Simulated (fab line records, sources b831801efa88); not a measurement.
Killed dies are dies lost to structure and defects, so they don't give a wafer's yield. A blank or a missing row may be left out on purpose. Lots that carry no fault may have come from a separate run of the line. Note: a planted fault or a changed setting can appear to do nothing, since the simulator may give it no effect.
Matching of chambers | flow gf180mcu | GF_V1_CMP_04 on cmp-02: 4 sister chambers
The step polishes SiO2. 14 wafers are shown with their chamber, then 7 later ones without.

## WAFERS WITH THEIR CHAMBER
wafer  | chamber | motor_current_A (A) | slurry_filter_dp_kPa (kPa) | time_to_endpoint_s (s)
L426.2 | 2       | 11.2                | 13.41                      | 67
L426.5 | 2       | 11.7                | 13.26                      | 78
L426.6 | 3       | 12.4                | 13.66                      | 74
L430.1 | 1       | 11.9                | 13.27                      | 82
L430.2 | 0       | 12.7                | 13.40                      | 80
L430.4 | 2       | 11.5                | 13.52                      | 83
L431.2 | 3       | 11.8                | 13.45                      | 81
L431.4 | 2       | 11.5                | 13.62                      | 84
L431.6 | 3       | 12.6                | 13.53                      | 84
L434.1 | 3       | 11.9                | 13.44                      | 81
L434.3 | 0       | 12.8                | 13.34                      | 82
L434.4 | 2       | 11.1                | 13.65                      | 85
L436.1 | 0       | 13.1                | 13.64                      | 71
L436.4 | 1       | 11.6                | 13.47                      | 77

SIGNATURES (averages over the wafers above)
reading              | chamber 0 | chamber 1 | chamber 2 | chamber 3 | scatter within a chamber
motor_current_A      | 12.867    | 11.750    | 11.400    | 12.175    | 0.286
slurry_filter_dp_kPa | 13.4600   | 13.3700   | 13.4920   | 13.5200   | 0.143
time_to_endpoint_s   | 77.67     | 79.50     | 79.40     | 80.00     | 5.97
Rule: for each reading, subtract the chamber's mean from the wafer's reading, divide by that reading's scatter and square the result; add these up over the readings and take the root, which gives the wafer's distance from the chamber. If the next closest chamber is less than 2 further off than the closest, the wafer can't be placed; otherwise it belongs to the closest. The scatter: take each reading less its chamber's mean, square it, sum over the shown wafers, divide by the number of wafers less the number of chambers, and take the root.

## WAFERS MISSING THEIR CHAMBER
wafer  | motor_current_A (A) | slurry_filter_dp_kPa (kPa) | time_to_endpoint_s (s)
L436.5 | 11.4                | 13.39                      | 81
L439.4 | 11.8                | 13.35                      | 81
L439.5 | 11.2                | 13.68                      | 77
L439.6 | 12.1                | 13.42                      | 84
L447.1 | 12.0                | 13.36                      | 80
L447.4 | 11.4                | 13.69                      | 85
L447.6 | 13.3                | 13.69                      | 82

## WHICH CHAMBER EACH ONE RAN IN
wafer  | from the rows above               | in truth
L436.5 | can't be placed: 2 or 1           | 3
L439.4 | can't be placed: 1 or 2 or 3      | 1
L439.5 | can't be placed: 2 or 1           | 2
L439.6 | can't be placed: 3 or 1 or 2 or 0 | 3
L447.1 | can't be placed: 1 or 3 or 2      | 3
L447.4 | can't be placed: 2 or 1 or 3      | 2
L447.6 | can't be placed: 0 or 3           | 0
Correct placement for 0 of the 7. Cannot be placed on the basis of these rows: 7; the candidates contain the true chamber in 6. Placed wrongly: 0.
